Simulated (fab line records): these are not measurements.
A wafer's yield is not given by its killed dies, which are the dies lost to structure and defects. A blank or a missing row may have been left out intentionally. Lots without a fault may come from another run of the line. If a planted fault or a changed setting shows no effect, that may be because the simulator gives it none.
The same fault as seen by 2 desks	flow sky130	what lay behind the numbers comes last; until then each desk has only its own
Where a reading is given only as a bound, like >300, the bound stands for it, and a mean or a difference that rests on one is marked > or <: the true number lies beyond.

THE TOOL OWNER'S DESK: cvd_w-01
The tool's own readings at SKY_CONTACT_CVD_24 (deposits W, target thk 340 nm, time 102.12 s): means of the sampled wafers that have a number, for each lot that ran on this tool. The brackets show how far a lot's mean lies from the usual mean; more than 4 standard deviations puts the lot out of limits, marked OUT.
Columns: A = chamber_pressure_Torr at SKY_CONTACT_CVD_24, usual 39.98 Torr; B = heater_power_outer_w at SKY_CONTACT_CVD_24, usual 567 W; C = heater_power_w at SKY_CONTACT_CVD_24, usual 913 W
lot	first seen here	A	B	C
L399	day 32 07:44	40.07	562	899
L405	day 33 21:16	39.96	580	897
L417	day 37 15:05	40.07	566	902
L418	day 38 02:28	40.00	563	892
This desk's finding: nothing out of limits on any of the 4 lots.

FROM THE METROLOGY DESK
What the gauges read, lot by lot, whatever tool the lot ran on: means of the sampled wafers that have a number. The brackets show how far a lot's mean lies from the usual mean; more than 4 standard deviations puts the lot out of limits, marked OUT.
Columns: A = cd_nm at SKY_LI_CONTACT_CD_MEAS_12, usual 169.6 nm; B = cd_nm at SKY_CONTACT_CD_MEAS_14, usual 170.0 nm; C = CONTACT_W_RS at SKY_CONTACT_RS_MEAS_25, usual 0.337 ohm/sq; D = CONTACT_W_THK at SKY_CONTACT_THK_MEAS_26, usual 342 nm
lot	first seen here	A	B	C	D
L399	day 29 19:43	172.0	170.7	0.341	340
L401	day 30 03:59	170.1	171.0	0.332	350
L405	day 31 10:58	170.1	169.9	0.333	345
L408	day 32 23:52	169.6	171.0	58.585 (+99 or more) OUT	<0 (<-52) OUT
L409	day 33 01:37	169.2	170.7	58.704 (+99 or more) OUT	<0 (<-52) OUT
L411	day 33 14:28	165.5	169.2	0.336	339
L417	day 35 07:10	171.4	170.7	0.339	341
L418	day 35 18:19	168.7	170.3	0.340	336
L419	day 35 19:20	166.8	171.6	0.336	352
L422	day 36 23:34	171.1	168.3	0.333	344
L421	day 37 02:56	168.3	169.2	0.337	339
This desk's result: L408, L409 out of limits, first on L408 (CONTACT_W_RS at SKY_CONTACT_RS_MEAS_25), day 35 09:14. L399, L401, L405, L411, L417, L418, L419, L422, L421: within limits.

ALL TOGETHER
At day 35 09:14 the metrology desk could have sounded an alarm, on L408, L409.
The desk of the tool owner found nothing out of limits.
The tool owner's desk has no number on record for L408, L409.
Of the lots named, all ran SKY_CONTACT_CVD_24 on cvd_w-01.

WHAT THE SIMULATOR HAD PUT IN
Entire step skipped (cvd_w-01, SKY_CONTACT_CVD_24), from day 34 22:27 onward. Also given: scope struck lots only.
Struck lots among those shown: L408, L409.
Time in hours between the start of the fault and the first out-of-limits reading at each desk: metrology desk, 11.
